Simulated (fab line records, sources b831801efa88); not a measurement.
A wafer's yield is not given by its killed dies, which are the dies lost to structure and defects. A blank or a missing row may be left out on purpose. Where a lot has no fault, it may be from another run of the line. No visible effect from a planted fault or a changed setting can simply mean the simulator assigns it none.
What tool caused it?	flow gf180mcu	37 wafers from 13 lots sampled at 5 of the route's 602 steps

== WHAT EACH GAUGE READ, for each wafer ==
GF_V1_THK_MEAS_03. Usual: V1_CVD_02_THK 850 nm, standard deviation 11.
lot	measured	on	V1_CVD_02_THK (nm)	flag
L707	day 16 22:44	filmMetro-03	843 854 861	
L708	day 17 13:40	filmMetro-04	839 825 851	
L709	day 17 17:56	filmMetro-04	860 859 865	
L710	day 18 03:22	filmMetro-03	851 840 846	
L711	day 18 18:34	filmMetro-02	833 838 843	
L712	day 19 07:10	filmMetro-03	844 855 861	
L713	day 19 12:07	filmMetro-02	855 860 869	
L718	day 21 06:03	filmMetro-02	831 836	
L719	day 21 12:49	filmMetro-03	850 847 855	
L720	day 22 05:20	filmMetro-02	841 852	
L723	day 22 17:47	filmMetro-02	840 851 861	
L726	day 24 06:34	filmMetro-03	854 862 862	
L729	day 25 02:19	filmMetro-02	853 856 859	

GF_V1_BOW_MEAS_05. Usual: V1_BOW 82 um, standard deviation 7.6.
lot	measured	on	V1_BOW (um)	flag
L707	day 16 23:07	filmMetro-04	91 78 86	
L708	day 17 14:02	filmMetro-04	83 68 73	
L709	day 17 18:19	filmMetro-02	85 83 87	
L710	day 18 03:44	filmMetro-04	82 94 89	
L711	day 18 18:56	filmMetro-03	86 83 80	
L712	day 19 07:31	filmMetro-03	82 73 85	
L713	day 19 12:31	filmMetro-02	87 75 83	
L718	day 21 06:28	filmMetro-03	85 76	
L719	day 21 13:11	filmMetro-04	81 77 64	
L720	day 22 05:43	filmMetro-02	80 78	
L723	day 22 18:09	filmMetro-03	78 81 100	
L726	day 24 06:56	filmMetro-04	84 88 96	
L729	day 25 02:41	filmMetro-02	80 96 86	

GF_M2_CD_MEAS_14 targets a cd of 280 nm. Usual: cdNm reads 280.1 nm (standard deviation 1.1).
lot	measured	on	cdNm (nm)	flag
L707	day 18 23:41	cdSem-02	278.3 279.4 279.4	
L708	day 19 14:19	cdSem-01	282.6 281.3 280.4	
L709	day 19 19:49	cdSem-02	279.3 278.2 278.8	
L710	day 20 05:41	cdSem-01	281.7 280.9 281.2	
L711	day 20 20:21	cdSem-01	279.3 280.4 279.6	
L712	day 21 09:26	cdSem-02	281.1 281.8 280.0	
L713	day 21 13:54	cdSem-01	280.6 280.1 279.5	
L718	day 23 06:57	cdSem-01	274.0 271.6 273.7 271.7	OFF
L719	day 23 12:39	cdSem-01	270.9 279.5 271.0 270.8 279.7 270.6	OFF
L720	day 24 03:56	cdSem-01	278.7 272.3 278.5 271.9	OFF
L723	day 24 16:00	cdSem-02	281.4 281.3 280.3	
L726	day 26 03:17	cdSem-02	278.2 278.9 277.9	
L729	day 26 22:18	cdSem-01	280.9 280.2 280.2	

== WHICH TOOL RAN EACH LOT (tool, then ch and the chambers of the sampled wafers, then the start) ==
lot	GF_M1_SPUTTER_00	GF_M2_EXPOSE_11
L707	pvdSputter-02, day 15 23:25	krfScanner-01 ch 0, day 18 11:16
L708	pvdSputter-04, day 16 14:32	krfScanner-02 ch 0, day 19 02:21
L709	pvdSputter-02, day 16 18:05	krfScanner-01 ch 0, day 19 07:14
L710	pvdSputter-03, day 17 03:18	krfScanner-02 ch 0, day 19 18:05
L711	pvdSputter-04, day 17 17:54	krfScanner-02 ch 0, day 20 08:24
L712	pvdSputter-03, day 18 05:31	krfScanner-02 ch 0, day 20 21:50
L713	pvdSputter-03, day 18 10:17	krfScanner-02 ch 0, day 21 02:36
L718	pvdSputter-02, day 20 05:19	krfScanner-02 ch 0, day 22 19:57
L719	pvdSputter-04, day 20 12:26	krfScanner-02 ch 0, day 23 01:32
L720	pvdSputter-04, day 21 05:06	krfScanner-02 ch 0, day 23 17:20
L723	pvdSputter-03, day 21 17:55	krfScanner-01 ch 0, day 24 05:02
L726	pvdSputter-02, day 23 07:01	krfScanner-01 ch 0, day 25 17:57
L729	pvdSputter-03, day 24 03:18	krfScanner-02 ch 0, day 26 12:04
- GF_M1_SPUTTER_00: material Ti, target thk 37.5 nm, time 150 s.
- GF_M2_EXPOSE_11: exposes mask Metal2, target cd 280 nm.

== WHAT THE TOOLS THEMSELVES READ (means of the sampled wafers that have a number; where no wafer has one, the mark that the record gives instead) ==
GF_M1_SPUTTER_00. Usual: throttleValvePct reads 30.1 % (standard deviation 1.1).
lot	tool	throttleValvePct (%)	flag
L707	pvdSputter-02	30.1	
L708	pvdSputter-04	29.8	
L709	pvdSputter-02	31.1	
L710	pvdSputter-03	30.0	
L711	pvdSputter-04	29.7	
L712	pvdSputter-03	30.0	
L713	pvdSputter-03	30.2	
L718	pvdSputter-02	30.5	
L719	pvdSputter-04	29.6	
L720	pvdSputter-04	30.6	
L723	pvdSputter-03	29.9	
L726	pvdSputter-02	30.6	
L729	pvdSputter-03	29.9	

== THE ANSWER, worked out from the rows above alone ==
Rule: a lot counts as off when the mean over its wafers that have a number is more than 3 standard deviations away from the usual mean. Also off: a lot with no number at a reading for which 4 or more lots have one. Where the step has rows for the other lots, those lots are counted as sound. The gauges are gone through in route order, then the tools' own readings, and for those a lot's mean is taken as printed above. At the first step where some lot is off, the reading lying furthest off is the one used; lots without a number count as furthest.
Off at GF_M2_CD_MEAS_14 (cdNm): L718, L719, L720.
If a tool, at a process step before that reading, ran all the lots that are off and no sound lot after the first of them, it fits. Those tools and the gauges at GF_M2_CD_MEAS_14 are tried in the same way. No candidate that was tried fits.

== WHAT WAS PUT IN BY THE SIMULATOR ==
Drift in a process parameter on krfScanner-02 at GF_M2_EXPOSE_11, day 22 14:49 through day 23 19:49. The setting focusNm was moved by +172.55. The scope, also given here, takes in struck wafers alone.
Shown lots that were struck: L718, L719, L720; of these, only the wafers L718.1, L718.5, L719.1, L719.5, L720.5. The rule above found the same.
